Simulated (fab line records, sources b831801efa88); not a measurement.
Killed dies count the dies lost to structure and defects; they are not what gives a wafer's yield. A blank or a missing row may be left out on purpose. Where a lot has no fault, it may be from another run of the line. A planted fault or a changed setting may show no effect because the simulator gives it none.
fab line records / flow gf180mcu
[record] lots = 7 wafers = 21 last-day = 31
route steps=602 shown STI@24 DNWELL@32
lots untouched by any fault: they come from a run of this same line in which no faults occurred
start-h: hours from the record's opening day to when the first of the lot's shown wafers began / wait-h: how many hours have passed since the lot's step before this one / " the same as in the row above / L1.1+2: one row covering several wafers at once / - no value, or no start given / * or withheld: withheld / < > ~ a bound
route shown NAME@n: NAME is a module with steps in the file, n the number in the route of the first one / usual: mean and standard deviation over wafers with no fault / same: alike in all rows / chamber/n: place in a boat / sites: each site's reading / _std_site: how widely they spread, as a standard deviation / _edge_site: outer sites' mean less inner sites' / radius-mm: how far each site lies from the wafer's centre / mask NAME#n: copy n / behind: the last tool/chamber to shape the wafer / hold: cause of the lot's hold/its duration in hours/its outcome / device: the n, p or np transistor that did not switch / end of line: the same wafers' tests at the end of the route / where a step has no rows: the recipe by itself / killed: not the wafer's yield, but the dies lost to structure and defects at the first sort / map: the dies of a wafer, with x for killed, . for not killed, _ for no die there
set.NAME: the setting as run; set.NAME@STEP: as run at that earlier step / model.NAME: the simulator's own value behind a step, which no gauge read
lots seen at some steps along the route; tables by step, rows by wafer
services: a tool's chamber out of use, with start hour (start-h, from the record's first day; less than 0 if before it), hours out, and reason
[[steps]]
[step GF_STI_CVD_23]
[recipe] material = SiO2 target-thk-nm = 650 sigma-open-frac = 0.3 time-s = 108.3 temp-c = 600 sih4-flow-sccm = 60 pressure-mtorr = 6
[step GF_STI_THK_MEAS_24]
[recipe] reads = SiO2_of_STI_CVD_23
[usual] STI_CVD_23_THK = 657/6.5
lot.wafer=L726.1 tool=film-metro-03 chamber=- start-h=42.78 wait-h=0.0 STI_CVD_23_THK[nm]=653
lot.wafer=L726.3 tool=film-metro-03 chamber=- start-h=42.78 wait-h=0.0 STI_CVD_23_THK[nm]=664
lot.wafer=L726.4 tool=film-metro-03 chamber=- start-h=42.78 wait-h=0.0 STI_CVD_23_THK[nm]=649
lot.wafer=L728.1 tool=film-metro-04 chamber=- start-h=53.07 wait-h=0.0 STI_CVD_23_THK[nm]=664
lot.wafer=L728.2 tool=film-metro-04 chamber=- start-h=53.07 wait-h=0.0 STI_CVD_23_THK[nm]=671
lot.wafer=L728.4 tool=film-metro-04 chamber=- start-h=53.07 wait-h=0.0 STI_CVD_23_THK[nm]=660
lot.wafer=L731.1 tool=film-metro-04 chamber=- start-h=69.78 wait-h=0.0 STI_CVD_23_THK[nm]=652
lot.wafer=L731.2 tool=film-metro-04 chamber=- start-h=69.78 wait-h=0.0 STI_CVD_23_THK[nm]=654
lot.wafer=L731.5 tool=film-metro-04 chamber=- start-h=69.78 wait-h=0.0 STI_CVD_23_THK[nm]=659
lot.wafer=L733.2 tool=film-metro-03 chamber=- start-h=78.41 wait-h=0.0 STI_CVD_23_THK[nm]=660
lot.wafer=L733.5 tool=film-metro-03 chamber=- start-h=78.41 wait-h=0.0 STI_CVD_23_THK[nm]=656
lot.wafer=L733.6 tool=film-metro-03 chamber=- start-h=78.41 wait-h=0.0 STI_CVD_23_THK[nm]=665
lot.wafer=L743.1 tool=film-metro-03 chamber=- start-h=129.98 wait-h=0.0 STI_CVD_23_THK[nm]=657
lot.wafer=L743.2 tool=film-metro-03 chamber=- start-h=129.98 wait-h=0.0 STI_CVD_23_THK[nm]=657
lot.wafer=L743.3 tool=film-metro-03 chamber=- start-h=129.98 wait-h=0.0 STI_CVD_23_THK[nm]=653
lot.wafer=L744.2 tool=film-metro-04 chamber=- start-h=135.53 wait-h=0.0 STI_CVD_23_THK[nm]=657
lot.wafer=L744.4 tool=film-metro-04 chamber=- start-h=135.53 wait-h=0.0 STI_CVD_23_THK[nm]=658
lot.wafer=L744.5 tool=film-metro-04 chamber=- start-h=135.53 wait-h=0.0 STI_CVD_23_THK[nm]=656
lot.wafer=L745.2 tool=film-metro-03 chamber=- start-h=140.72 wait-h=0.0 STI_CVD_23_THK[nm]=655
lot.wafer=L745.5 tool=film-metro-03 chamber=- start-h=140.72 wait-h=0.0 STI_CVD_23_THK[nm]=648
lot.wafer=L745.6 tool=film-metro-03 chamber=- start-h=140.72 wait-h=0.0 STI_CVD_23_THK[nm]=663
[step GF_STI_CMP_25]
[recipe] stop-on = Si3N4 t-overpolish-s = 33 down-force-psi = 4 platen-rpm = 60 target-thk-nm = 524.6 pad-velocity-m-s = 0.94248
[usual] motor-current-A = 12.0/0.73 overpolish-run-s = 33.000/0.0085 retaining-ring-pressure-frac = 1.000/0.0048 time-to-endpoint-s = 126/5
lot.wafer=L726.1 tool=cmp-01 chamber=2 start-h=42.84 wait-h=0.1 motor-current-A=13.0 overpolish-run-s=33.001 retaining-ring-pressure-frac=1.002 time-to-endpoint-s=118
lot.wafer=L726.4 tool=cmp-01 chamber=3 start-h=42.84 wait-h=0.1 motor-current-A=12.8 overpolish-run-s=33.005 retaining-ring-pressure-frac=1.001 time-to-endpoint-s=126
lot.wafer=L726.3 tool=cmp-01 chamber=1 start-h=42.84 wait-h=0.1 motor-current-A=11.1 overpolish-run-s=33.002 retaining-ring-pressure-frac=0.998 time-to-endpoint-s=122
lot.wafer=L728.2 tool=cmp-02 chamber=2 start-h=53.13 wait-h=0.0 motor-current-A=12.3 overpolish-run-s=33.007 retaining-ring-pressure-frac=1.006 time-to-endpoint-s=141
lot.wafer=L728.4 tool=cmp-02 chamber=3 start-h=53.13 wait-h=0.0 motor-current-A=11.7 overpolish-run-s=33.018 retaining-ring-pressure-frac=0.995 time-to-endpoint-s=126
lot.wafer=L728.1 tool=cmp-02 chamber=1 start-h=53.13 wait-h=0.0 motor-current-A=12.9 overpolish-run-s=32.999 retaining-ring-pressure-frac=1.000 time-to-endpoint-s=130
lot.wafer=L731.2 tool=cmp-02 chamber=3 start-h=69.89 wait-h=0.1 motor-current-A=11.8 overpolish-run-s=33.003 retaining-ring-pressure-frac=1.013 time-to-endpoint-s=124
lot.wafer=L731.1 tool=cmp-02 chamber=0 start-h=69.89 wait-h=0.1 motor-current-A=11.7 overpolish-run-s=33.001 retaining-ring-pressure-frac=0.993 time-to-endpoint-s=125
lot.wafer=L731.5 tool=cmp-02 chamber=3 start-h=69.89 wait-h=0.1 motor-current-A=11.4 overpolish-run-s=32.993 retaining-ring-pressure-frac=1.002 time-to-endpoint-s=124
lot.wafer=L733.2 tool=cmp-02 chamber=3 start-h=78.56 wait-h=0.1 motor-current-A=12.0 overpolish-run-s=32.985 retaining-ring-pressure-frac=0.998 time-to-endpoint-s=119
lot.wafer=L733.6 tool=cmp-02 chamber=1 start-h=78.56 wait-h=0.1 motor-current-A=12.4 overpolish-run-s=32.999 retaining-ring-pressure-frac=0.997 time-to-endpoint-s=126
lot.wafer=L733.5 tool=cmp-02 chamber=2 start-h=78.56 wait-h=0.1 motor-current-A=12.1 overpolish-run-s=32.998 retaining-ring-pressure-frac=0.997 time-to-endpoint-s=129
lot.wafer=L743.2 tool=cmp-02 chamber=0 start-h=130.04 wait-h=0.0 motor-current-A=12.1 overpolish-run-s=32.999 retaining-ring-pressure-frac=0.999 time-to-endpoint-s=132
lot.wafer=L743.3 tool=cmp-02 chamber=1 start-h=130.04 wait-h=0.0 motor-current-A=12.5 overpolish-run-s=33.002 retaining-ring-pressure-frac=1.004 time-to-endpoint-s=126
lot.wafer=L743.1 tool=cmp-02 chamber=2 start-h=130.04 wait-h=0.0 motor-current-A=12.2 overpolish-run-s=33.010 retaining-ring-pressure-frac=1.000 time-to-endpoint-s=135
lot.wafer=L744.2 tool=cmp-02 chamber=0 start-h=135.58 wait-h=0.0 motor-current-A=11.4 overpolish-run-s=32.998 retaining-ring-pressure-frac=0.999 time-to-endpoint-s=122
lot.wafer=L744.4 tool=cmp-02 chamber=1 start-h=135.58 wait-h=0.0 motor-current-A=12.7 overpolish-run-s=33.001 retaining-ring-pressure-frac=1.003 time-to-endpoint-s=125
lot.wafer=L744.5 tool=cmp-02 chamber=0 start-h=135.58 wait-h=0.0 motor-current-A=11.2 overpolish-run-s=33.014 retaining-ring-pressure-frac=0.994 time-to-endpoint-s=126
lot.wafer=L745.2 tool=cmp-02 chamber=1 start-h=140.77 wait-h=0.0 motor-current-A=12.7 overpolish-run-s=33.007 retaining-ring-pressure-frac=1.002 time-to-endpoint-s=118
lot.wafer=L745.5 tool=cmp-02 chamber=1 start-h=140.77 wait-h=0.0 motor-current-A=12.9 overpolish-run-s=32.994 retaining-ring-pressure-frac=0.998 time-to-endpoint-s=119
lot.wafer=L745.6 tool=cmp-02 chamber=2 start-h=140.77 wait-h=0.0 motor-current-A=11.7 overpolish-run-s=32.991 retaining-ring-pressure-frac=1.000 time-to-endpoint-s=130
[step GF_STI_WET_ETCH_26]
[recipe] chemistry = dHF target-depth-nm = 94 target = SiO2 temp-c = 25 dilution = 10:1 time-s = 188
[step GF_STI_WET_ETCH_27]
[recipe] chemistry = H3PO4 target-depth-nm = 160 target = Si3N4 temp-c = 160 time-s = 1825
[step GF_STI_WET_ETCH_28]
[recipe] chemistry = dHF target-depth-nm = 20 dry = ipa-marangoni target = SiO2 temp-c = 25 dilution = 10:1 time-s = 40
[step GF_STI_OXIDATION_29]
[recipe] temp-c = 900 ambient = O2 stabilise-s = 600 purge-s = 300 target-thk-a = 100 ox-time-s = 1418
[step GF_STI_THK_MEAS_30]
[recipe] reads = SiO2_of_STI_OXIDATION_29
[usual] STI_OXIDATION_02_THK = 9.95/0.19
lot.wafer=L726.1 tool=film-metro-03 chamber=- start-h=45.17 wait-h=0.0 STI_OXIDATION_02_THK[nm]=9.82
lot.wafer=L726.3 tool=film-metro-03 chamber=- start-h=45.17 wait-h=0.0 STI_OXIDATION_02_THK[nm]=9.69
lot.wafer=L726.4 tool=film-metro-03 chamber=- start-h=45.17 wait-h=0.0 STI_OXIDATION_02_THK[nm]=9.79
lot.wafer=L728.1 tool=film-metro-03 chamber=- start-h=55.43 wait-h=0.0 STI_OXIDATION_02_THK[nm]=10.02
lot.wafer=L728.2 tool=film-metro-03 chamber=- start-h=55.43 wait-h=0.0 STI_OXIDATION_02_THK[nm]=9.73
lot.wafer=L728.4 tool=film-metro-03 chamber=- start-h=55.43 wait-h=0.0 STI_OXIDATION_02_THK[nm]=9.76
lot.wafer=L731.1 tool=film-metro-04 chamber=- start-h=73.93 wait-h=0.0 STI_OXIDATION_02_THK[nm]=9.72
lot.wafer=L731.2 tool=film-metro-04 chamber=- start-h=73.93 wait-h=0.0 STI_OXIDATION_02_THK[nm]=9.63
lot.wafer=L731.5 tool=film-metro-04 chamber=- start-h=73.93 wait-h=0.0 STI_OXIDATION_02_THK[nm]=9.69
lot.wafer=L733.2 tool=film-metro-03 chamber=- start-h=80.76 wait-h=0.0 STI_OXIDATION_02_THK[nm]=9.99
lot.wafer=L733.5 tool=film-metro-03 chamber=- start-h=80.76 wait-h=0.0 STI_OXIDATION_02_THK[nm]=9.87
lot.wafer=L733.6 tool=film-metro-03 chamber=- start-h=80.76 wait-h=0.0 STI_OXIDATION_02_THK[nm]=10.03
lot.wafer=L743.1 tool=film-metro-02 chamber=- start-h=132.79 wait-h=0.0 STI_OXIDATION_02_THK[nm]=10.04
lot.wafer=L743.2 tool=film-metro-02 chamber=- start-h=132.79 wait-h=0.0 STI_OXIDATION_02_THK[nm]=10.07
lot.wafer=L743.3 tool=film-metro-02 chamber=- start-h=132.79 wait-h=0.0 STI_OXIDATION_02_THK[nm]=10.03
lot.wafer=L744.2 tool=film-metro-03 chamber=- start-h=138.32 wait-h=0.0 STI_OXIDATION_02_THK[nm]=10.10
lot.wafer=L744.4 tool=film-metro-03 chamber=- start-h=138.32 wait-h=0.0 STI_OXIDATION_02_THK[nm]=10.14
lot.wafer=L744.5 tool=film-metro-03 chamber=- start-h=138.32 wait-h=0.0 STI_OXIDATION_02_THK[nm]=9.96
lot.wafer=L745.2 tool=film-metro-03 chamber=- start-h=143.08 wait-h=0.0 STI_OXIDATION_02_THK[nm]=10.18
lot.wafer=L745.5 tool=film-metro-03 chamber=- start-h=143.08 wait-h=0.0 STI_OXIDATION_02_THK[nm]=10.16
lot.wafer=L745.6 tool=film-metro-03 chamber=- start-h=143.08 wait-h=0.0 STI_OXIDATION_02_THK[nm]=10.18
[step GF_DNWELL_DEHYDRATE_00]
[recipe] temp-c = 200 time-s = 60
[step GF_DNWELL_HMDS_01]
[recipe] prime-time-s = 60 prime-temp-c = 120
[step GF_DNWELL_COAT_02]
[recipe] spin-rpm = 2000 resist-thk-nm = 3000
[step GF_DNWELL_SOFTBAKE_03]
[recipe] temp-c = 110 time-s = withheld
[step GF_DNWELL_EXPOSE_04]
[recipe] mask-id = DNWELL target-cd-nm = 1700 na = 0.6 source-shape = conventional sigma-outer = 0.6 dose-mj = 260
[usual] exposure-dose-mJ-cm2 = 259.96/0.27 focus-offset-nm = 0.0/0.48 na = 0.6/0
lot.wafer=L726.1 tool=iline-stepper-01 chamber=0 start-h=51.84 wait-h=- mask=DNWELL#0 exposure-dose-mJ-cm2=260.08 focus-offset-nm=-0.7 na=0.6
lot.wafer=L726.3 tool=iline-stepper-01 chamber=0 start-h=51.84 wait-h=- mask=DNWELL#0 exposure-dose-mJ-cm2=259.81 focus-offset-nm=-0.1 na=0.6
lot.wafer=L726.4 tool=iline-stepper-01 chamber=0 start-h=51.84 wait-h=- mask=DNWELL#0 exposure-dose-mJ-cm2=259.69 focus-offset-nm=0.5 na=0.6
lot.wafer=L728.1 tool=iline-stepper-02 chamber=0 start-h=61.57 wait-h=- mask=DNWELL#0 exposure-dose-mJ-cm2=259.93 focus-offset-nm=-1.1 na=0.6
lot.wafer=L728.2 tool=iline-stepper-02 chamber=0 start-h=61.57 wait-h=- mask=DNWELL#0 exposure-dose-mJ-cm2=259.82 focus-offset-nm=-0.5 na=0.6
lot.wafer=L728.4 tool=iline-stepper-02 chamber=0 start-h=61.57 wait-h=- mask=DNWELL#0 exposure-dose-mJ-cm2=260.19 focus-offset-nm=-0.8 na=0.6
lot.wafer=L731.1 tool=iline-stepper-02 chamber=0 start-h=80.73 wait-h=- mask=DNWELL#0 exposure-dose-mJ-cm2=259.79 focus-offset-nm=-0.1 na=0.6
lot.wafer=L731.2 tool=iline-stepper-02 chamber=0 start-h=80.73 wait-h=- mask=DNWELL#0 exposure-dose-mJ-cm2=259.67 focus-offset-nm=0.6 na=0.6
lot.wafer=L731.5 tool=iline-stepper-02 chamber=0 start-h=80.73 wait-h=- mask=DNWELL#0 exposure-dose-mJ-cm2=259.60 focus-offset-nm=-0.1 na=0.6
lot.wafer=L733.2 tool=iline-stepper-01 chamber=0 start-h=87.86 wait-h=- mask=DNWELL#0 exposure-dose-mJ-cm2=259.32 focus-offset-nm=0.4 na=0.6
lot.wafer=L733.5 tool=iline-stepper-01 chamber=0 start-h=87.86 wait-h=- mask=DNWELL#0 exposure-dose-mJ-cm2=259.53 focus-offset-nm=0.2 na=0.6
lot.wafer=L733.6 tool=iline-stepper-01 chamber=0 start-h=87.86 wait-h=- mask=DNWELL#0 exposure-dose-mJ-cm2=259.52 focus-offset-nm=0.0 na=0.6
lot.wafer=L743.1 tool=iline-stepper-02 chamber=- start-h=140.14 wait-h=- mask=DNWELL#0 exposure-dose-mJ-cm2=- focus-offset-nm=- na=-
lot.wafer=L743.2 tool=iline-stepper-02 chamber=- start-h=140.14 wait-h=- mask=DNWELL#0 exposure-dose-mJ-cm2=- focus-offset-nm=- na=-
lot.wafer=L743.3 tool=iline-stepper-02 chamber=- start-h=140.14 wait-h=- mask=DNWELL#0 exposure-dose-mJ-cm2=- focus-offset-nm=- na=-
lot.wafer=L744.2 tool=iline-stepper-02 chamber=- start-h=146.20 wait-h=- mask=DNWELL#0 exposure-dose-mJ-cm2=- focus-offset-nm=- na=-
lot.wafer=L744.4 tool=iline-stepper-02 chamber=- start-h=146.20 wait-h=- mask=DNWELL#0 exposure-dose-mJ-cm2=- focus-offset-nm=- na=-
lot.wafer=L744.5 tool=iline-stepper-02 chamber=- start-h=146.20 wait-h=- mask=DNWELL#0 exposure-dose-mJ-cm2=- focus-offset-nm=- na=-
lot.wafer=L745.2 tool=iline-stepper-01 chamber=- start-h=150.91 wait-h=- mask=DNWELL#0 exposure-dose-mJ-cm2=- focus-offset-nm=- na=-
lot.wafer=L745.5 tool=iline-stepper-01 chamber=- start-h=150.91 wait-h=- mask=DNWELL#0 exposure-dose-mJ-cm2=- focus-offset-nm=- na=-
lot.wafer=L745.6 tool=iline-stepper-01 chamber=- start-h=150.91 wait-h=- mask=DNWELL#0 exposure-dose-mJ-cm2=- focus-offset-nm=- na=-
[step GF_DNWELL_PEB_05]
[recipe] temp-c = 115 time-s = withheld
[step GF_DNWELL_DEVELOP_06]
[recipe] wall-angle-deg = 90 develop-time-s = 60 dev-temp-c = 22.29
[step GF_DNWELL_IMPLANT_07]
[recipe] species = P energy-kev = 1500 dose-cm2 = 1e+13 tilt-deg = 0
[step GF_DNWELL_STRIP_08]
[recipe] chemistry = O2/N2 power-w = 1400 pressure-mtorr = 1500 platen-temp-c = 250 o2-flow-sccm = 3000 n2-flow-sccm = 300 overash-fraction = 0.5
[usual] drypump-motor-current-A = 5.9/0.52 heater-power-w = 330/36 oes-product-au = 0.722/0.0047 strip-time-to-endpoint-s = 36.95/0.085
lot.wafer=L726.1 tool=plasma-asher-03 chamber=0 start-h=58.43 wait-h=0.1 drypump-motor-current-A=5.3 heater-power-w=343 oes-product-au=0.721 rf-hours-counter-h=39 strip-time-to-endpoint-s=36.93
lot.wafer=L726.3 tool=plasma-asher-03 chamber=1 start-h=58.43 wait-h=0.1 drypump-motor-current-A=5.9 heater-power-w=333 oes-product-au=0.717 rf-hours-counter-h=- strip-time-to-endpoint-s=37.01
lot.wafer=L726.4 tool=plasma-asher-03 chamber=0 start-h=58.43 wait-h=0.1 drypump-motor-current-A=5.3 heater-power-w=341 oes-product-au=0.721 rf-hours-counter-h=- strip-time-to-endpoint-s=36.93
lot.wafer=L728.1 tool=plasma-asher-03 chamber=0 start-h=68.48 wait-h=0.1 drypump-motor-current-A=5.3 heater-power-w=341 oes-product-au=0.715 rf-hours-counter-h=40 strip-time-to-endpoint-s=36.97
lot.wafer=L728.2 tool=plasma-asher-03 chamber=1 start-h=68.48 wait-h=0.1 drypump-motor-current-A=5.9 heater-power-w=339 oes-product-au=0.718 rf-hours-counter-h=40 strip-time-to-endpoint-s=37.00
lot.wafer=L728.4 tool=plasma-asher-03 chamber=1 start-h=68.48 wait-h=0.1 drypump-motor-current-A=5.9 heater-power-w=346 oes-product-au=0.722 rf-hours-counter-h=- strip-time-to-endpoint-s=36.93
lot.wafer=L731.1 tool=plasma-asher-04 chamber=1 start-h=87.63 wait-h=0.1 drypump-motor-current-A=5.3 heater-power-w=303 oes-product-au=0.730 rf-hours-counter-h=43 strip-time-to-endpoint-s=37.11
lot.wafer=L731.2 tool=plasma-asher-04 chamber=0 start-h=87.63 wait-h=0.1 drypump-motor-current-A=6.7 heater-power-w=339 oes-product-au=0.724 rf-hours-counter-h=43 strip-time-to-endpoint-s=37.12
lot.wafer=L731.5 tool=plasma-asher-04 chamber=1 start-h=87.63 wait-h=0.1 drypump-motor-current-A=5.3 heater-power-w=321 oes-product-au=0.727 rf-hours-counter-h=- strip-time-to-endpoint-s=37.12
lot.wafer=L733.2 tool=plasma-asher-03 chamber=0 start-h=94.98 wait-h=0.1 drypump-motor-current-A=5.3 heater-power-w=342 oes-product-au=0.723 rf-hours-counter-h=43 strip-time-to-endpoint-s=36.93
lot.wafer=L733.5 tool=plasma-asher-03 chamber=1 start-h=94.98 wait-h=0.1 drypump-motor-current-A=5.9 heater-power-w=354 oes-product-au=0.731 rf-hours-counter-h=- strip-time-to-endpoint-s=36.88
lot.wafer=L733.6 tool=plasma-asher-03 chamber=0 start-h=94.98 wait-h=0.1 drypump-motor-current-A=5.3 heater-power-w=346 oes-product-au=0.719 rf-hours-counter-h=- strip-time-to-endpoint-s=36.91
lot.wafer=L743.1 tool=plasma-asher-03 chamber=1 start-h=148.03 wait-h=0.1 drypump-motor-current-A=5.9 heater-power-w=343 oes-product-au=0.724 rf-hours-counter-h=47 strip-time-to-endpoint-s=36.85
lot.wafer=L743.2 tool=plasma-asher-03 chamber=0 start-h=148.03 wait-h=0.1 drypump-motor-current-A=5.3 heater-power-w=341 oes-product-au=0.725 rf-hours-counter-h=47 strip-time-to-endpoint-s=36.97
lot.wafer=L743.3 tool=plasma-asher-03 chamber=1 start-h=148.03 wait-h=0.1 drypump-motor-current-A=5.9 heater-power-w=339 oes-product-au=0.722 rf-hours-counter-h=- strip-time-to-endpoint-s=36.99
lot.wafer=L744.2 tool=plasma-asher-03 chamber=1 start-h=154.13 wait-h=0.1 drypump-motor-current-A=5.9 heater-power-w=344 oes-product-au=0.720 rf-hours-counter-h=48 strip-time-to-endpoint-s=36.91
lot.wafer=L744.4 tool=plasma-asher-03 chamber=0 start-h=154.13 wait-h=0.1 drypump-motor-current-A=5.3 heater-power-w=338 oes-product-au=0.720 rf-hours-counter-h=- strip-time-to-endpoint-s=36.94
lot.wafer=L744.5 tool=plasma-asher-03 chamber=0 start-h=154.13 wait-h=0.1 drypump-motor-current-A=5.3 heater-power-w=342 oes-product-au=0.722 rf-hours-counter-h=- strip-time-to-endpoint-s=36.97
lot.wafer=L745.2 tool=plasma-asher-03 chamber=1 start-h=158.73 wait-h=0.1 drypump-motor-current-A=5.9 heater-power-w=346 oes-product-au=0.726 rf-hours-counter-h=49 strip-time-to-endpoint-s=36.85
lot.wafer=L745.5 tool=plasma-asher-03 chamber=1 start-h=158.73 wait-h=0.1 drypump-motor-current-A=5.9 heater-power-w=349 oes-product-au=0.720 rf-hours-counter-h=- strip-time-to-endpoint-s=36.95
lot.wafer=L745.6 tool=plasma-asher-03 chamber=0 start-h=158.73 wait-h=0.1 drypump-motor-current-A=5.3 heater-power-w=341 oes-product-au=0.721 rf-hours-counter-h=- strip-time-to-endpoint-s=36.92
[step GF_DNWELL_TW_MEAS_09]
[usual] DNWELL_TW = 1340/15
lot.wafer=L726.1 tool=film-metro-01 chamber=- start-h=58.53 wait-h=0.1 hold=- DNWELL_TW=1341
lot.wafer=L726.3 tool=film-metro-01 chamber=- start-h=58.53 wait-h=0.1 hold=- DNWELL_TW=1346
lot.wafer=L726.4 tool=film-metro-01 chamber=- start-h=58.53 wait-h=0.1 hold=- DNWELL_TW=1348
lot.wafer=L728.1 tool=film-metro-03 chamber=- start-h=68.58 wait-h=0.1 hold=- DNWELL_TW=1320
lot.wafer=L728.2 tool=film-metro-03 chamber=- start-h=68.58 wait-h=0.1 hold=- DNWELL_TW=1316
lot.wafer=L728.4 tool=film-metro-03 chamber=- start-h=68.58 wait-h=0.1 hold=- DNWELL_TW=1317
lot.wafer=L731.1 tool=film-metro-02 chamber=- start-h=87.73 wait-h=0.1 hold=- DNWELL_TW=1356
lot.wafer=L731.2 tool=film-metro-02 chamber=- start-h=87.73 wait-h=0.1 hold=- DNWELL_TW=1357
lot.wafer=L731.5 tool=film-metro-02 chamber=- start-h=87.73 wait-h=0.1 hold=- DNWELL_TW=1352
lot.wafer=L733.2 tool=film-metro-01 chamber=- start-h=95.09 wait-h=0.1 hold=- DNWELL_TW=1340
lot.wafer=L733.5 tool=film-metro-01 chamber=- start-h=95.09 wait-h=0.1 hold=- DNWELL_TW=1340
lot.wafer=L733.6 tool=film-metro-01 chamber=- start-h=95.09 wait-h=0.1 hold=- DNWELL_TW=1345
lot.wafer=L743.1 tool=film-metro-02 chamber=- start-h=148.13 wait-h=0.1 hold=await-dispo/0.2h/release DNWELL_TW=31
lot.wafer=L743.2 tool=film-metro-02 chamber=- start-h=148.13 wait-h=0.1 hold=await-dispo/0.2h/release DNWELL_TW=31
lot.wafer=L743.3 tool=film-metro-02 chamber=- start-h=148.13 wait-h=0.1 hold=await-dispo/0.2h/release DNWELL_TW=31
lot.wafer=L743.1 tool=film-metro-02 chamber=- start-h=148.36 wait-h=0.2 hold=- DNWELL_TW=31
lot.wafer=L743.2 tool=film-metro-02 chamber=- start-h=148.36 wait-h=0.2 hold=- DNWELL_TW=31
lot.wafer=L743.3 tool=film-metro-02 chamber=- start-h=148.36 wait-h=0.2 hold=- DNWELL_TW=31
lot.wafer=L744.2 tool=film-metro-03 chamber=- start-h=154.24 wait-h=0.1 hold=await-dispo/0.2h/release DNWELL_TW=30
lot.wafer=L744.4 tool=film-metro-03 chamber=- start-h=154.24 wait-h=0.1 hold=await-dispo/0.2h/release DNWELL_TW=30
lot.wafer=L744.5 tool=film-metro-03 chamber=- start-h=154.24 wait-h=0.1 hold=await-dispo/0.2h/release DNWELL_TW=30
lot.wafer=L744.2 tool=film-metro-03 chamber=- start-h=154.46 wait-h=0.2 hold=- DNWELL_TW=30
lot.wafer=L744.4 tool=film-metro-03 chamber=- start-h=154.46 wait-h=0.2 hold=- DNWELL_TW=30
lot.wafer=L744.5 tool=film-metro-03 chamber=- start-h=154.46 wait-h=0.2 hold=- DNWELL_TW=30
lot.wafer=L745.2 tool=film-metro-02 chamber=- start-h=158.84 wait-h=0.1 hold=await-dispo/0.2h/release DNWELL_TW=31
lot.wafer=L745.5 tool=film-metro-02 chamber=- start-h=158.84 wait-h=0.1 hold=await-dispo/0.2h/release DNWELL_TW=31
lot.wafer=L745.6 tool=film-metro-02 chamber=- start-h=158.84 wait-h=0.1 hold=await-dispo/0.2h/release DNWELL_TW=31
lot.wafer=L745.2 tool=film-metro-02 chamber=- start-h=159.06 wait-h=0.2 hold=- DNWELL_TW=31
lot.wafer=L745.5 tool=film-metro-02 chamber=- start-h=159.06 wait-h=0.2 hold=- DNWELL_TW=31
lot.wafer=L745.6 tool=film-metro-02 chamber=- start-h=159.06 wait-h=0.2 hold=- DNWELL_TW=31
[[services]]
tool=iline-stepper-01 chamber=- start-h=20.31 hours=1.7 kind=pm
tool=cmp-02 chamber=- start-h=64.00 hours=4.0 kind=pm
tool=cmp-02 chamber=- start-h=68.00 hours=- kind=consumable-replace:conditioner
tool=cmp-02 chamber=- start-h=68.00 hours=- kind=consumable-replace:pad
tool=cmp-02 chamber=- start-h=97.78 hours=1.6 kind=repair
tool=plasma-asher-04 chamber=- start-h=98.58 hours=14.6 kind=pm
tool=plasma-asher-03 chamber=- start-h=113.18 hours=14.6 kind=pm
tool=cmp-01 chamber=- start-h=132.36 hours=12.4 kind=repair
tool=cmp-02 chamber=- start-h=145.05 hours=0.6 kind=repair
tool=cmp-01 chamber=- start-h=147.89 hours=9.4 kind=pm
tool=iline-stepper-01 chamber=- start-h=152.58 hours=12.7 kind=repair
[[key]]
[first-sign] step = GF_DNWELL_EXPOSE_04 reading = tool-record direction = missing
[effect] step = GF_DNWELL_TW_MEAS_09 reading = visit direction = added
[effect] step = GF_DNWELL_TW_MEAS_09 reading = DNWELL_TW direction = down sigmas = 86 usual = 1340 struck = 31
met-at GF_DNWELL_EXPOSE_04
struck-wafers L743.1,L743.2,L743.3,L744.2,L744.4,L744.5,L745.2,L745.5,L745.6
scrapped-behind GF_DNWELL_TW_MEAS_09 L743.1,L743.2,L743.3,L744.2,L744.4,L744.5,L745.2,L745.5,L745.6
onset-between 87.86 140.14
[fault] kind = skipped-step-whole tool = iline-stepper-01,iline-stepper-02 chamber = - onset-h = 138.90 steps = GF_DNWELL_EXPOSE_04 scope = struck-lots-only
